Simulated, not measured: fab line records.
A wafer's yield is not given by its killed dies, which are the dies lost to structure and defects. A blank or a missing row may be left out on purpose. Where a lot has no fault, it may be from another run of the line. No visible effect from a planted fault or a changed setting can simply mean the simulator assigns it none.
Chamber matching + flow sfq_line + SFQ_TRILAYER_C5_ETCH_VIA_ETCH_154 on rie_diel-02 has 4 sister chambers
The step etches SiO2 in CHF3, stops on Nb, target depth 84 nm. 14 wafers are shown with their chamber, then 7 later ones without.

WAFERS, EACH WITH ITS CHAMBER
| wafer  | chamber | drypump_motor_current_A (A) | oes_product_au (a.u.) | bias_w (W) |
|--------|---------|-----------------------------|-----------------------|------------|
| L550.2 | 0       | 6.4                         | 0.884                 | 79.99      |
| L550.4 | 2       | 5.4                         | 0.902                 | 79.98      |
| L550.6 | 2       | 5.4                         | 0.899                 | 80.04      |
| L551.3 | 1       | 5.4                         | 0.897                 | 79.70      |
| L551.4 | 3       | 6.3                         | 0.886                 | 80.18      |
| L551.5 | 3       | 6.3                         | 0.884                 | 80.37      |
| L553.1 | 1       | 5.4                         | 0.893                 | 80.30      |
| L553.5 | 1       | 5.4                         | 0.891                 | 80.23      |
| L553.6 | 0       | 6.4                         | 0.907                 | 80.28      |
| L556.3 | 3       | 6.2                         | 0.881                 | 80.36      |
| L556.4 | 0       | 6.4                         | 0.897                 | 80.08      |
| L556.5 | 3       | 6.3                         | 0.898                 | 79.92      |
| L559.1 | 3       | 6.3                         | 0.876                 | 80.26      |
| L559.3 | 0       | 6.5                         | 0.895                 | 79.95      |

SIGNATURES (means of the wafers above)
| reading                 | chamber 0 | chamber 1 | chamber 2 | chamber 3 | scatter within a chamber |
|-------------------------|-----------|-----------|-----------|-----------|--------------------------|
| drypump_motor_current_A | 6.425     | 5.400     | 5.400     | 6.280     | 0.0394                   |
| oes_product_au          | 0.89575   | 0.89367   | 0.90050   | 0.88500   | 0.00747                  |
| bias_w                  | 80.0750   | 80.0767   | 80.0100   | 80.2180   | 0.204                    |
Rule: a wafer's distance from a chamber is the root of the sum, over the readings, of the square of ((its reading less the chamber's mean) divided by the reading's scatter). If the next closest chamber is less than 2 further off than the closest, the wafer can't be placed; otherwise it belongs to the closest. The scatter: take each reading less its chamber's mean, square it, sum over the shown wafers, divide by the number of wafers less the number of chambers, and take the root.

WAFERS WITHOUT THEIR CHAMBER
| wafer  | drypump_motor_current_A (A) | oes_product_au (a.u.) | bias_w (W) |
|--------|-----------------------------|-----------------------|------------|
| L559.5 | 5.4                         | 0.887                 | 79.80      |
| L566.2 | 5.4                         | 0.900                 | 80.00      |
| L566.5 | 5.4                         | 0.905                 | 80.15      |
| L566.6 | 6.3                         | 0.896                 | 80.16      |
| L572.1 | 5.4                         | 0.888                 | 79.90      |
| L572.4 | 6.3                         | 0.892                 | 80.09      |
| L572.5 | 6.4                         | 0.889                 | 79.96      |

THE CHAMBER EACH PASSED THROUGH
| wafer  | from the rows above     | in truth |
|--------|-------------------------|----------|
| L559.5 | can't be placed: 1 or 2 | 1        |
| L566.2 | can't be placed: 2 or 1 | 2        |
| L566.5 | can't be placed: 2 or 1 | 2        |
| L566.6 | can't be placed: 3 or 0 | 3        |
| L572.1 | can't be placed: 1 or 2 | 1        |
| L572.4 | can't be placed: 3 or 0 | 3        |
| L572.5 | 0                       | 0        |
Correct placement for 1 of the 7. Unplaceable from these rows: 6, with the true chamber sitting among the candidates in 6. 0 placed wrongly.
